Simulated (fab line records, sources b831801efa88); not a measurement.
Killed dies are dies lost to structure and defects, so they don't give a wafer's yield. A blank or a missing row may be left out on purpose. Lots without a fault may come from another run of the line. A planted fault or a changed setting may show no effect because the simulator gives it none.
A struck lot beside a sound one | flow sky130 | 43 steps out of a route of 708
Sound: wafers L969.2, L969.3, L969.6. Struck: wafers L986.2, L986.4, L986.6. The cause comes at the end.
At each step with rows: each side's tool, then ch and its chambers, then its first start. Under that, the readings that differ: sound wafers | struck wafers | difference of the means | sigmas: that difference in standard deviations of wafers without a fault.
alike: readings whose means differ by less than 2 such deviations, and words and numbers that are the same on both sides. not compared: withheld readings, readings that some wafer has no value for, bounds like >300 that may hide the same value, and numbers for which the record gives no deviation and whose values overlap.
The two part at a step that has a row with sigmas, a row that says differs or no value, or rows on one side only. Numbers that don't overlap but have no deviation are shown without sigmas and don't part them. A reading that every wafer of one side lacks parts them only if that side has two wafers or more.

first, 6 steps without rows for these wafers: SKY_VIA3_COAT_06 (resist thk 60 nm); SKY_VIA3_COAT_07 (resist thk 450 nm); SKY_VIA3_SOFTBAKE_08 (time 90 s); SKY_VIA3_EXPOSE_09 (exposes mask VIM3, target cd 200 nm); SKY_VIA3_PEB_10; SKY_VIA3_DEVELOP_11 (develop time 60 s).
SKY_VIA3_CD_MEAS_12: target cd 200 nm.
  sound on cd_sem-01, day 39 14:14; struck on cd_sem-01, day 44 18:20
  alike: cd_nm
SKY_VIA3_OVL_MEAS_13:
  sound on overlay-01, day 39 14:21; struck on overlay-01, day 44 18:26
  alike: VIA3_OVL
then, 1 step without rows for these wafers: SKY_VIA3_ETCH_14 (etches BARC in N2/H2, stops on SiO2, time 45.9 s, target depth 60 nm).
SKY_VIA3_ETCH_15: etches SiO2 in C4F8/O2/Ar, stops on TiN, target depth 507 nm, time 78 s.
  sound on rie_diel-03 ch 0,1,2, day 39 14:25; struck on rie_diel-02 ch 1,2, day 44 18:31
  alike: oes_product_au
  not compared: rf_hours_counter_h
then, 2 steps without rows for these wafers: SKY_VIA3_STRIP_16 (strips in O2/N2); SKY_VIA3_STRIP_17 (strips in post etch residue remover, time 1200 s).
SKY_VIA3_CLEAN_18: cleans in IPA, time 180 s.
  sound on wet_bench-04 ch 1, day 39 14:57; struck on wet_bench-02 ch 2, day 44 19:02
then, 3 steps without rows for these wafers: SKY_VIA3_CLEAN_19 (cleans in O3/DIW); SKY_VIA3_SPUTTER_20 (material TiN, target thk 20 nm, time 80 s); SKY_VIA3_CVD_21 (deposits W, target thk 390 nm, time 117.31 s).
SKY_VIA3_RS_MEAS_22: measures by four-point-probe.
  sound on film_metro-04, day 39 15:19; struck on film_metro-04, day 44 19:24
  alike: VIA3_W_RS
SKY_VIA3_THK_MEAS_23: measures by xrf.
  sound on film_metro-04, day 39 15:26; struck on film_metro-04, day 44 19:31
  alike: VIA3_W_THK
then, 2 steps without rows for these wafers: SKY_VIA3_CMP_24 (polishes, stops on SiO2, t overpolish 20 s, target thk 0 nm); SKY_METAL4_SPUTTER_00 (material Ti, target thk 15 nm, time 10 s).
SKY_METAL4_SPUTTER_01: material TiN, target thk 20 nm, time 16.7 s.
  sound on pvd_sputter-01, day 39 15:48; struck on pvd_sputter-04, day 44 19:53
  alike: throttle_valve_pct
then, 2 steps without rows for these wafers: SKY_METAL4_SPUTTER_02 (material AlCu, target thk 735 nm, time 39.1 s); SKY_METAL4_SPUTTER_03 (material Ti, target thk 5 nm, time 3.3 s).
SKY_METAL4_SPUTTER_04: material TiN, target thk 70 nm, time 58.3 s.
  sound on pvd_sputter-01, day 39 15:53; struck on pvd_sputter-04, day 44 19:58
  alike: throttle_valve_pct
SKY_CAP2M_CVD_00: deposits SiO2, target thk 15.5 nm.
  sound on pecvd-01 ch 0,1, day 39 15:56; struck on pecvd-01 ch 0,2, day 44 20:01
  reading            | sound       | struck      | difference | sigmas
  heater_power_w (W) | 837 639 637 | 863 877 864 | +164       | +2
SKY_CAP2M_THK_MEAS_01:
  sound on film_metro-02, day 39 15:58; struck on film_metro-02, day 44 20:03
  alike: CAP2M_CVD_00_THK
then, 1 step without rows for these wafers: SKY_CAP2M_SPUTTER_02 (material TiN, target thk 200 nm, time 166.7 s).
SKY_CAP2M_RS_MEAS_03: measures by four-point-probe.
  sound on film_metro-01, day 39 16:09; struck on film_metro-02, day 44 20:14
  alike: CAP2M_TIN_RS
SKY_CAP2M_THK_MEAS_04: measures by xrf.
  sound on film_metro-01, day 39 16:16; struck on film_metro-02, day 44 20:20
  alike: CAP2M_TIN_THK
then, 7 steps without rows for these wafers: SKY_CAP2M_DEHYDRATE_05 (time 60 s); SKY_CAP2M_HMDS_06 (prime time 60 s); SKY_CAP2M_COAT_07 (resist thk 1140 nm); SKY_CAP2M_SOFTBAKE_08 (time 60 s); SKY_CAP2M_EXPOSE_09 (exposes mask CAP2M, target cd 1000 nm); SKY_CAP2M_PEB_10; SKY_CAP2M_DEVELOP_11 (develop time 60 s).
SKY_CAP2M_OVL_MEAS_12:
  sound on overlay-01, day 40 17:38; struck on overlay-02, day 45 17:56
  alike: CAP2M_OVL
then, 1 step without rows for these wafers: SKY_CAP2M_METAL_ETCH_13 (etches TiN in Cl2/BCl3, stops on SiO2, target depth 220 nm, time 62.9 s).
SKY_CAP2M_STRIP_14: strips in O2/N2.
  sound on plasma_asher-03 ch 0,1, day 40 17:45; struck on plasma_asher-01 ch 0,1, day 45 18:02
  alike: drypump_motor_current_A, o2_flow_sccm, oes_product_au, strip_time_to_endpoint_s
  not compared: rf_hours_counter_h
then, 3 steps without rows for these wafers: SKY_CAP2M_STRIP_15 (strips in post etch residue remover, time 1200 s); SKY_CAP2M_CLEAN_16 (cleans in IPA, time 180 s); SKY_CAP2M_CLEAN_17 (cleans in O3/DIW).
-- the record jumps here: 4 days lie between the struck wafers' starts before and after (it left off in module CAP2M and takes up again in module PAD_OPEN, whose first step shown is number 708 of the route) --
SKY_PAD_OPEN_PROBE_99:
  sound on prober-02, day 45 19:30; struck on prober-01, day 50 02:14
  reading                               | sound               | struck            | difference | sigmas
  defect_limited_yield (%)              | 81.1 83.3 82.7      | 75.6 67.7 70.1    | -11.2      | -6
  killed_at_M0_to_M3                    | 44 43 44            | 93 124 100        | +62        | +9
  killed_dies                           | 93 82 85            | 120 159 147       | +55        | +6
  sort_bin_3_pad_short (%)              | 0.6 0.6 0.8         | 2.8 3.5 3.3       | +2.5       | +6
  sort_bin_5_function (%)               | 12.4 10.6 11.6      | 15.4 19.3 17.1    | +5.7       | +4
  sort_bin_6_memory (%)                 | 5.9 5.5 4.9         | 6.1 9.6 9.6       | +3.0       | +2
  sort_n_pass                           | 399 410 407         | 372 333 345       | -55        | -6
  sort_yield_pct (%)                    | 81.1 83.3 82.7      | 75.6 67.7 70.1    | -11.2      | -6
  model.etest.tester.sort_n_pass        | 399 410 407         | 372 333 345       | -55        |
  model.etest.tester.sort_yield_pct (%) | 81.1 83.33 82.72    | 75.61 67.68 70.12 | -11.25     |
  model.etest.tester.sort_bin_5_pct (%) | 12.4 10.57 11.59    | 15.45 19.31 17.07 | +5.76      |
  model.etest.tester.sort_bin_3_pct (%) | 0.6098 0.6098 0.813 | 2.846 3.455 3.252 | +2.507     |
  alike: killed_at_M4_up, killed_at_contacts, killed_at_front_end, killed_at_other, killed_open, killed_short

WHERE THEY PART
First at SKY_CAP2M_CVD_00; last, within this record, at SKY_PAD_OPEN_PROBE_99.

WHY: what the simulator had put in
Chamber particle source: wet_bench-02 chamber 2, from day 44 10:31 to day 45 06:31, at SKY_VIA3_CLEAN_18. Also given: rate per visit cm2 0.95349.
